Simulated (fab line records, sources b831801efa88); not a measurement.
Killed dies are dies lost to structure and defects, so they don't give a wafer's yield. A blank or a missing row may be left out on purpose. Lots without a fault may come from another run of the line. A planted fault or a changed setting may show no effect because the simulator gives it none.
fab line records | flow sky130 | part 1 of 2: steps 1 to 26 of 37
record lots=5 wafers=15 last_day=50
route steps=708 shown METAL3@564 VIA3@573 METAL4@598
lots that met no fault: from a run of the same line without faults
start_h: hours from the record's first day to the start of the lot's first wafer shown | wait_h: hours since the lot's step before | " the same as in the row above | L1.1+2: a row that stands for several wafers | - no value, or no start given | * or withheld: withheld | < > ~ a bound
route shown NAME@n: a module of which the file shows steps, and the number in the route of the first | usual: mean/standard deviation of fault-free wafers | same: alike in all rows | chamber/n: place in a boat | sites: the reading at each site | _std_site: their standard deviation | _edge_site: outer sites' mean less inner sites' | radius_mm: how far each site lies from the wafer's centre | mask NAME#n: copy n | behind: the tool/chamber that last shaped the wafer | hold: why the lot was held/for how many hours/how that ended | device: the transistor (n, p or np) that didn't switch | end of line: the same wafers' tests at the end of the route | a step without rows: its recipe alone | killed: dies lost to structure and defects at the first sort, not the wafer's yield | map: a wafer's dies, x killed, . not, _ none there
set.NAME: the setting as run; set.NAME@STEP: as run at that earlier step | model.NAME: the simulator's own value behind a step, which no gauge read
lots at some steps of the route; a table a step, a row a wafer
services: from which hour (start_h, from the record's first day; less than 0 if before it) a tool's chamber was out of use, for how many hours, and why
## steps
# step SKY_METAL3_OVL_MEAS_14
# usual METAL3_OVL=2/6.5
# columns lot.wafer tool chamber start_h wait_h METAL3_OVL[nm]
L082.2 overlay-02 - 963.30 0.1 0
L082.3 " - " " 2
L082.4 " - " " 12
L087.3 overlay-01 - 998.06 0.1 1
L087.4 " - " " 6
L087.5 " - " " -4
L088.1 overlay-02 - 1010.40 0.1 20
L088.3 " - " " 7
L088.4 " - " " -1
L094.2 overlay-01 - 1049.80 0.1 11
L094.4 " - " " 8
L094.5 " - " " 3
L096.1 overlay-01 - 1054.24 0.1 -2
L096.3 " - " " -3
L096.5 " - " " 4
# step SKY_METAL3_DESCUM_15
# recipe chemistry=O2 source_power_w=150 bias_power_w=0 pressure_mtorr=10 temp_c=40 time_s=8
# usual drypump_motor_current_A=5.8/0.45 oes_product_au=0.999/0.011 rf_fwd_power_W=147.2/0.87
# columns lot.wafer tool chamber start_h wait_h drypump_motor_current_A oes_product_au rf_fwd_power_W rf_hours_counter_h
L082.2 rie_metal-01 0 963.33 0.0 5.9 1.001 148.9 14
L082.3 " 1 " " 5.7 0.997 146.8 -
L082.4 " 0 " " 5.9 1.012 148.8 -
L087.3 rie_metal-03 0 998.10 0.0 5.1 0.971 146.0 -
L087.4 " 1 " " 6.0 1.020 148.1 -
L087.5 " 1 " " 6.0 1.014 146.9 -
L088.1 rie_metal-03 1 1010.44 0.0 6.0 1.012 147.8 12
L088.3 " 1 " " 6.0 1.016 147.7 -
L088.4 " 0 " " 5.1 0.981 146.9 -
L094.2 rie_metal-01 0 1049.83 0.0 5.9 1.002 148.3 18
L094.4 " 1 " " 5.7 0.996 146.3 -
L094.5 " 0 " " 5.9 1.003 148.3 -
L096.1 rie_metal-01 1 1054.28 0.0 5.7 0.992 147.8 8
L096.3 " 1 " " 5.7 0.997 147.2 -
L096.5 " 0 " " 5.9 1.012 148.0 -
# step SKY_METAL3_ETCH_16
# recipe chemistry=N2/H2 target=BARC ion_energy_ev=200 bias_w=100 pressure_mtorr=30 n2_flow_sccm=100 h2_flow_sccm=200 icp_w=500 stop_on=SiO2 time_s=88.2 target_depth_a=600
# usual drypump_motor_current_A=5.8/0.45 oes_product_au=0.626/0.0048 rf_fwd_power_W=497.1/1.6 throttle_valve_pct=13.204/0.0093
# columns lot.wafer tool chamber start_h wait_h drypump_motor_current_A oes_product_au rf_fwd_power_W rf_hours_counter_h throttle_valve_pct
L082.2 rie_metal-01 0 963.36 0.0 5.9 0.618 497.0 14 13.194
L082.3 " 1 " " 5.7 0.630 498.2 - 13.209
L082.4 " 0 " " 5.9 0.626 496.0 - 13.205
L087.3 rie_metal-03 0 998.15 0.0 5.1 0.629 496.5 - 13.209
L087.4 " 1 " " 6.0 0.634 497.5 - 13.221
L087.5 " 1 " " 6.0 0.620 496.5 - 13.211
L088.1 rie_metal-03 1 1010.47 0.0 5.9 0.626 496.6 12 13.209
L088.3 " 1 " " 6.0 0.622 495.3 - 13.211
L088.4 " 0 " " 5.1 0.634 497.7 - 13.215
L094.2 rie_metal-01 0 1049.86 0.0 5.9 0.621 497.6 18 13.204
L094.4 " 1 " " 5.7 0.623 499.9 - 13.188
L094.5 " 0 " " 5.9 0.631 498.6 - 13.209
L096.1 rie_metal-01 1 1054.31 0.0 5.8 0.632 497.9 8 13.205
L096.3 " 1 " " 5.7 0.626 498.6 - 13.207
L096.5 " 0 " " 5.9 0.622 498.2 - 13.196
# step SKY_METAL3_ETCH_17
# recipe target=SiO2 stop_on=TiN chemistry=C4F8/O2/Ar source_w=1500 bias_w=1200 pressure_mtorr=40 c4f8_flow_sccm=withheld O2_flow_sccm=6 Ar_flow_sccm=300 time_s=3.9 target_depth_a=150
# usual oes_product_au=0.753/0.0071 rf_fwd_power_W=1471/8.3
# columns lot.wafer tool chamber start_h wait_h oes_product_au rf_fwd_power_W rf_hours_counter_h
L082.2 rie_diel-03 3 963.46 0.1 0.756 1464 19
L082.3 " 1 " " 0.751 1468 26
L082.4 " 0 " " 0.760 1470 10
L087.3 rie_diel-01 2 998.22 0.0 0.750 1466 11
L087.4 " 3 " " 0.753 1472 21
L087.5 " 0 " " 0.752 1459 -
L088.1 rie_diel-04 3 1010.57 0.1 0.749 1485 12
L088.3 " 0 " " 0.746 1470 8
L088.4 " 2 " " 0.758 1486 17
L094.2 rie_diel-03 1 1049.96 0.1 0.754 1464 29
L094.4 " 0 " " 0.766 1474 13
L094.5 " 3 " " 0.759 1464 -
L096.1 rie_diel-01 0 1054.41 0.1 0.755 1466 16
L096.3 " 3 " " 0.749 1464 23
L096.5 " 2 " " 0.761 1465 -
# step SKY_METAL3_METAL_ETCH_18
# recipe target_depth_a=8450 stop_on=SiO2 over_etch_frac=0.3 time_s=183.1 chemistry=Cl2/BCl3 resist_sidewall_deg=88 pressure_mtorr=10 icp_w=900 bias_w=48.5 Cl2_flow_sccm=60 bcl3_flow_sccm=30
# usual drypump_motor_current_A=6.0/0.53 oes_product_au=0.865/0.0069 rf_fwd_power_W=896.8/2.5 throttle_valve_pct=22.264/0.0098
# columns lot.wafer tool chamber start_h wait_h drypump_motor_current_A oes_product_au rf_fwd_power_W rf_hours_counter_h throttle_valve_pct
L082.2 rie_metal-03 1 963.47 0.0 6.0 0.871 897.9 9 22.251
L082.3 " 1 " " 6.0 0.864 893.4 - 22.265
L082.4 " 0 " " 5.1 0.856 895.8 - 22.265
L087.3 rie_metal-02 0 998.30 0.1 6.7 0.881 899.8 - 22.257
L087.4 " 1 " " 5.8 0.884 891.2 - 22.263
L087.5 " 1 " " 5.8 0.869 895.1 - 22.273
L088.1 rie_metal-02 1 1010.59 0.0 5.8 0.872 894.4 10 22.245
L088.3 " 1 " " 5.8 0.858 896.0 - 22.265
L088.4 " 0 " " 6.8 0.868 899.5 - 22.258
L094.2 rie_metal-01 0 1049.97 0.0 5.9 0.859 897.6 18 22.259
L094.4 " 1 " " 5.7 0.877 895.5 - 22.254
L094.5 " 0 " " 5.9 0.858 900.6 - 22.268
L096.1 rie_metal-02 1 1054.42 0.0 5.7 0.875 894.2 13 22.273
L096.3 " 0 " " 6.7 0.851 899.1 - 22.262
L096.5 " 0 " " 6.7 0.871 896.5 - 22.273
# step SKY_METAL3_STRIP_19
# recipe chemistry=O2/N2 power_w=1400 pressure_mtorr=1500 platen_temp_c=withheld o2_flow_sccm=3000 n2_flow_sccm=300 overash_fraction=0.5
# usual drypump_motor_current_A=5.4/0.37 oes_product_au=0.504/0.0056 strip_time_to_endpoint_s=6.58/0.087
# columns lot.wafer tool chamber start_h wait_h drypump_motor_current_A oes_product_au rf_hours_counter_h strip_time_to_endpoint_s
L082.2 plasma_asher-01 1 963.65 0.1 5.6 0.503 21 6.46
L082.3 " 1 " " 5.6 0.497 - 6.41
L082.4 " 0 " " 4.9 0.512 - 6.64
L087.3 plasma_asher-04 0 998.45 0.1 5.6 0.517 - 6.68
L087.4 " 1 " " 5.1 0.506 - 6.60
L087.5 " 1 " " 5.2 0.506 - 6.59
L088.1 plasma_asher-03 1 1010.76 0.1 5.9 0.496 92 6.50
L088.3 " 0 " " 5.0 0.511 - 6.57
L088.4 " 1 " " 6.0 0.503 - 6.58
L094.2 plasma_asher-03 0 1050.15 0.1 5.0 0.498 95 6.49
L094.4 " 1 " " 5.9 0.505 - 6.57
L094.5 " 0 " " 5.0 0.495 - 6.53
L096.1 plasma_asher-03 1 1054.60 0.1 5.9 0.500 96 6.51
L096.3 " 1 " " 5.9 0.514 - 6.66
L096.5 " 0 " " 5.0 0.509 - 6.60
# step SKY_METAL3_STRIP_20
# recipe chemistry=post_etch_residue_remover time_s=1200 temp_c=72.5
# columns lot.wafer tool chamber start_h wait_h
L082.2+3+4 wet_bench-01 0 963.75 0.1
L087.3+4+5 wet_bench-04 2 998.51 0.0
L088.1+3+4 wet_bench-04 3 1010.86 0.1
L094.2+4+5 wet_bench-04 0 1050.25 0.1
L096.1+3+5 wet_bench-01 2 1054.70 0.1
# step SKY_METAL3_CLEAN_21
# recipe chemistry=IPA time_s=180 temp_c=25
# columns lot.wafer tool chamber start_h wait_h
L082.2+3+4 wet_bench-02 0 964.44 0.0
L087.3+4+5 wet_bench-02 3 998.86 0.0
L088.1+3+4 wet_bench-01 1 1011.21 0.0
L094.2+4+5 wet_bench-01 1 1050.63 0.0
L096.1+3+5 wet_bench-04 2 1055.04 0.0
# step SKY_METAL3_CLEAN_22
# recipe chemistry=O3/DIW dry=n2_spin
# columns lot.wafer tool chamber start_h wait_h
L082.2+3+4 wet_bench-01 1 964.49 0.0
L087.3+4+5 wet_bench-04 2 998.92 0.0
L088.1+3+4 wet_bench-02 0 1011.26 0.0
L094.2+4+5 wet_bench-04 1 1050.68 0.0
L096.1+3+5 wet_bench-01 2 1055.10 0.0
# step SKY_VIA3_HDPCVD_00
# recipe material=SiO2 target_thk_nm=1635 sigma_open_frac=0.3 time_s=265.7 temp_c=400 sih4_flow_sccm=60 pressure_mtorr=6
# columns lot.wafer tool chamber start_h wait_h
L082.2+3+4 hdpcvd-01 0,2,2 964.82 0.1
L087.3+4+5 hdpcvd-02 2,2,0 999.01 0.0
L088.1+3+4 hdpcvd-01 0,1,0 1011.36 0.0
L094.2+4+5 hdpcvd-01 1,2,1 1050.78 0.0
L096.1+3+5 hdpcvd-02 2,1,2 1055.19 0.0
# step SKY_VIA3_THK_MEAS_01
# recipe reads=SiO2_of_VIA3_HDPCVD_00
# usual VIA3_HDPCVD_THK=1590/15
# columns lot.wafer tool chamber start_h wait_h VIA3_HDPCVD_THK[nm]
L082.2 film_metro-01 - 965.00 0.1 1606
L082.3 " - " " 1583
L082.4 " - " " 1578
L087.3 film_metro-04 - 999.20 0.1 1559
L087.4 " - " " 1564
L087.5 " - " " 1547
L088.1 film_metro-03 - 1011.52 0.1 1619
L088.3 " - " " 1604
L088.4 " - " " 1608
L094.2 film_metro-04 - 1050.96 0.1 1582
L094.4 " - " " 1596
L094.5 " - " " 1603
L096.1 film_metro-01 - 1055.46 0.2 1585
L096.3 " - " " 1561
L096.5 " - " " 1586
# step SKY_VIA3_CMP_02
# recipe material=SiO2 down_force_psi=4 platen_rpm=60 pad_velocity_m_s=0.94248
# usual motor_current_A=12.3/1.1
# columns lot.wafer tool chamber start_h wait_h motor_current_A
L082.3 cmp-02 2 965.05 0.0 12.5
L082.4 " 3 " " 10.8
L082.2 " 0 " " 12.1
L087.3 cmp-02 3 999.29 0.1 10.7
L087.4 " 1 " " 14.6
L087.5 " 3 " " 10.7
L088.1 cmp-02 3 1011.74 0.2 10.3
L088.4 " 0 " " 12.0
L088.3 " 1 " " 13.4
L094.4 cmp-01 3 1051.01 0.0 12.5
L094.2 " 0 " " 13.4
L094.5 " 0 " " 12.8
L096.1 cmp-01 1 1055.52 0.1 12.1
L096.3 " 2 " " 13.6
L096.5 " 2 " " 13.9
# step SKY_VIA3_BOW_MEAS_03
# recipe mode=bow
# usual VIA3_BOW=78/7.8
# columns lot.wafer tool chamber start_h wait_h VIA3_BOW[um]
L082.2 film_metro-01 - 965.37 0.2 73
L082.3 " - " " 70
L082.4 " - " " 69
L087.3 film_metro-03 - 999.58 0.2 83
L087.4 " - " " 81
L087.5 " - " " 76
L088.1 film_metro-03 - 1012.04 0.2 72
L088.3 " - " " 83
L088.4 " - " " 68
L094.2 film_metro-01 - 1051.33 0.2 73
L094.4 " - " " 70
L094.5 " - " " 70
L096.1 film_metro-01 - 1055.82 0.2 76
L096.3 " - " " 66
L096.5 " - " " 79
# step SKY_VIA3_DEHYDRATE_04
# recipe temp_c=200 time_s=60
# columns lot.wafer tool chamber start_h wait_h
L082.2+3+4 litho_track-01 0 977.41 12.0
L087.3+4+5 litho_track-02 0 1009.72 10.1
L088.1+3+4 litho_track-01 0 1023.73 11.7
L094.2+4+5 litho_track-01 0 1061.11 9.8
L096.1+3+5 litho_track-01 0 1066.38 10.5
# step SKY_VIA3_HMDS_05
# recipe prime_time_s=60 prime_temp_c=120
# same prime_time_s=60
# columns lot.wafer tool chamber start_h wait_h
L082.2+3+4 litho_track-01 0 977.56 0.1
L087.3+4+5 litho_track-02 0 1009.87 0.1
L088.1+3+4 litho_track-01 0 1023.88 0.1
L094.2+4+5 litho_track-01 0 1061.26 0.1
L096.1+3+5 litho_track-01 0 1066.53 0.1
# step SKY_VIA3_COAT_06
# recipe resist=BARC temp_c=withheld time_s=withheld spin_rpm=3000 resist_thk_nm=60
# usual dispense_pressure_kPa=47.2/2.4
# columns lot.wafer tool chamber start_h wait_h dispense_pressure_kPa
L082.2 litho_track-01 0 977.71 0.1 44.4
L082.3 " 0 " " 44.5
L082.4 " 0 " " 44.5
L087.3 litho_track-02 0 1010.02 0.1 49.7
L087.4 " 0 " " 49.7
L087.5 " 0 " " 49.7
L088.1 litho_track-01 0 1024.03 0.1 44.5
L088.3 " 0 " " 44.4
L088.4 " 0 " " 44.5
L094.2 litho_track-01 0 1061.41 0.1 44.5
L094.4 " 0 " " 44.5
L094.5 " 0 " " 44.4
L096.1 litho_track-01 0 1066.68 0.1 44.5
L096.3 " 0 " " 44.4
L096.5 " 0 " " 44.5
# step SKY_VIA3_COAT_07
# recipe resist=KrF-thick spin_rpm=3000 resist_thk_nm=450
# usual dispense_pressure_kPa=47.2/2.3
# columns lot.wafer tool chamber start_h wait_h dispense_pressure_kPa
L082.2 litho_track-01 0 - - 44.4
L082.3 " 0 " " 44.4
L082.4 " 0 " " 44.4
L087.3 litho_track-02 0 - - 49.6
L087.4 " 0 " " 49.7
L087.5 " 0 " " 49.6
L088.1 litho_track-01 0 - - 44.5
L088.3 " 0 " " 44.5
L088.4 " 0 " " 44.5
L094.2 litho_track-01 0 - - 44.5
L094.4 " 0 " " 44.5
L094.5 " 0 " " 44.5
L096.1 litho_track-01 0 - - 44.5
L096.3 " 0 " " 44.5
L096.5 " 0 " " 44.5
# step SKY_VIA3_SOFTBAKE_08
# recipe temp_c=100 time_s=90 resist=KrF-thick
# columns lot.wafer tool chamber start_h wait_h
L082.2+3+4 litho_track-01 0 - -
L087.3+4+5 litho_track-02 0 - -
L088.1+3+4 litho_track-01 0 - -
L094.2+4+5 litho_track-01 0 - -
L096.1+3+5 litho_track-01 0 - -
# step SKY_VIA3_EXPOSE_09
# recipe mask_id=VIM3 na=0.8 source_shape=annular sigma_inner=0.55 sigma_outer=0.85 target_cd_nm=200 dose_mj=38
# columns lot.wafer tool chamber start_h wait_h mask
L082.2+3+4 krf_scanner-02 0 - - VIM3#0
L087.3+4+5 krf_scanner-02 0 - - VIM3#0
L088.1+3+4 krf_scanner-02 0 - - VIM3#0
L094.2+4+5 krf_scanner-02 0 - - VIM3#0
L096.1+3+5 krf_scanner-02 0 - - VIM3#0
# step SKY_VIA3_PEB_10
# recipe peb_temp_c=withheld peb_time_s=withheld resist=KrF-thick
# columns lot.wafer tool chamber start_h wait_h
L082.2+3+4 litho_track-03 0 - -
L087.3+4+5 litho_track-02 0 - -
L088.1+3+4 litho_track-01 0 - -
L094.2+4+5 litho_track-01 0 - -
L096.1+3+5 litho_track-02 0 - -
# step SKY_VIA3_DEVELOP_11
# recipe develop_time_s=60 resist=KrF-thick dev_temp_c=21
# same develop_time_s=60
# columns lot.wafer tool chamber start_h wait_h
L082.2+3+4 litho_track-03 0 - -
L087.3+4+5 litho_track-02 0 - -
L088.1+3+4 litho_track-01 0 - -
L094.2+4+5 litho_track-01 0 - -
L096.1+3+5 litho_track-02 0 - -
# step SKY_VIA3_CD_MEAS_12
# recipe target_cd_nm=200
# usual cd_nm=200.3/1.2
# columns lot.wafer tool chamber start_h wait_h cd_nm
L082.2 cd_sem-02 - 989.39 - 201.6
L082.3 " - " " 201.2
L082.4 " - " " 200.3
L087.3 cd_sem-02 - 1022.76 - 199.4
L087.4 " - " " 198.6
L087.5 " - " " 199.1
L088.1 cd_sem-01 - 1034.18 - 201.6
L088.3 " - " " 201.8
L088.4 " - " " 200.3
L094.2 cd_sem-01 - 1073.20 - 201.5
L094.4 " - " " 200.2
L094.5 " - " " 200.1
L096.1 cd_sem-01 - 1077.27 - 202.4
L096.3 " - " " 201.8
L096.5 " - " " 201.8
# step SKY_VIA3_OVL_MEAS_13
# usual VIA3_OVL=0/7
# columns lot.wafer tool chamber start_h wait_h VIA3_OVL[nm]
L082.2 overlay-01 - 989.50 0.1 -9
L082.3 " - " " -3
L082.4 " - " " -9
L087.3 overlay-02 - 1022.86 0.1 -9
L087.4 " - " " -1
L087.5 " - " " -7
L088.1 overlay-01 - 1034.30 0.1 -6
L088.3 " - " " -6
L088.4 " - " " -4
L094.2 overlay-02 - 1073.31 0.1 -3
L094.4 " - " " -3
L094.5 " - " " 3
L096.1 overlay-02 - 1077.39 0.1 -7
L096.3 " - " " -16
L096.5 " - " " -14
# step SKY_VIA3_ETCH_14
# recipe chemistry=N2/H2 target=BARC ion_energy_ev=200 source_w=500 bias_w=100 pressure_mtorr=30 n2_flow_sccm=100 h2_flow_sccm=200 stop_on=SiO2 time_s=45.9 target_depth_a=600
# usual drypump_motor_current_A=5.5/0.31 oes_product_au=0.856/0.0044 rf_fwd_power_W=495.5/2.2 throttle_valve_pct=13.225/0.009
# columns lot.wafer tool chamber start_h wait_h drypump_motor_current_A oes_product_au rf_fwd_power_W rf_hours_counter_h throttle_valve_pct
L082.2 rie_diel-03 1 989.53 0.0 4.9 0.858 494.8 27 13.212
L082.3 " 2 " " 5.6 0.858 494.3 11 13.232
L082.4 " 0 " " 4.9 0.860 493.9 11 13.217
L087.3 rie_diel-02 2 1022.88 0.0 5.6 0.853 495.1 15 13.224
L087.4 " 1 " " 5.9 0.856 495.2 7 13.223
L087.5 " 2 " " 5.6 0.856 491.7 - 13.224
L088.1 rie_diel-04 2 1034.34 0.0 5.0 0.855 495.5 18 13.221
L088.3 " 3 " " 5.8 0.846 498.9 12 13.248
L088.4 " 1 " " 5.7 0.859 497.0 16 13.215
L094.2 rie_diel-04 0 1073.34 0.0 5.5 0.858 494.3 10 13.228
L094.4 " 1 " " 5.7 0.855 493.6 17 13.222
L094.5 " 2 " " 5.0 0.853 496.8 - 13.230
L096.1 rie_diel-03 3 1077.43 0.0 5.9 0.850 493.1 23 13.221
L096.3 " 0 " " 4.9 0.855 495.0 14 13.223
L096.5 " 3 " " 5.9 0.854 494.9 - 13.217
# step SKY_VIA3_ETCH_15
# recipe target=SiO2 chemistry=C4F8/O2/Ar target_depth_nm=507 stop_on=TiN mask_material=KrF-thick source_w=1500 bias_w=1200 pressure_mtorr=40 c4f8_flow_sccm=withheld O2_flow_sccm=6 Ar_flow_sccm=300 time_s=78
# usual oes_product_au=0.946/0.0048 rf_fwd_power_W=1491/6
# columns lot.wafer tool chamber start_h wait_h oes_product_au rf_fwd_power_W rf_hours_counter_h
L082.2 rie_diel-03 1 989.57 0.0 0.950 1487 27
L082.3 " 2 " " 0.945 1480 12
L082.4 " 0 " " 0.951 1486 11
L087.3 rie_diel-02 2 1022.92 0.0 0.947 1485 15
L087.4 " 1 " " 0.945 1484 7
L087.5 " 2 " " 0.947 1488 -
L088.1 rie_diel-04 2 1034.38 0.0 0.950 1496 18
L088.3 " 3 " " 0.943 1495 12
L088.4 " 1 " " 0.945 1490 16
L094.2 rie_diel-04 0 1073.38 0.0 0.948 1489 10
L094.4 " 1 " " 0.948 1492 17
L094.5 " 2 " " 0.938 1495 -
L096.1 rie_diel-03 3 1077.47 0.0 0.941 1489 23
L096.3 " 0 " " 0.951 1495 14
L096.5 " 3 " " 0.958 1485 -
# step SKY_VIA3_STRIP_16
# recipe chemistry=O2/N2 power_w=1400 pressure_mtorr=1500 platen_temp_c=withheld o2_flow_sccm=3000 n2_flow_sccm=300 overash_fraction=0.5
# usual drypump_motor_current_A=5.6/0.59 oes_product_au=0.402/0.0045 strip_time_to_endpoint_s=4.129/0.026
# columns lot.wafer tool chamber start_h wait_h drypump_motor_current_A oes_product_au rf_hours_counter_h strip_time_to_endpoint_s
L082.2 plasma_asher-04 0 989.63 0.0 5.6 0.407 115 4.146
L082.3 " 1 " " 5.1 0.403 - 4.185
L082.4 " 0 " " 5.6 0.395 - 4.147
L087.3 plasma_asher-02 0 1023.02 0.1 6.8 0.397 - 4.116
L087.4 " 1 " " 5.3 0.404 - 4.099
L087.5 " 1 " " 5.3 0.398 - 4.115
L088.1 plasma_asher-01 1 1034.44 0.0 5.6 0.403 28 4.130
L088.3 " 1 " " 5.6 0.405 - 4.185
L088.4 " 0 " " 4.9 0.409 - 4.154
L094.2 plasma_asher-02 0 1073.44 0.0 6.8 0.409 60 4.102
L094.4 " 0 " " 6.8 0.402 - 4.125
L094.5 " 1 " " 5.3 0.401 - 4.127
L096.1 plasma_asher-04 0 1077.53 0.0 5.6 0.398 1 4.125
L096.3 " 0 " " 5.7 0.405 - 4.140
L096.5 " 1 " " 5.2 0.401 - 4.121
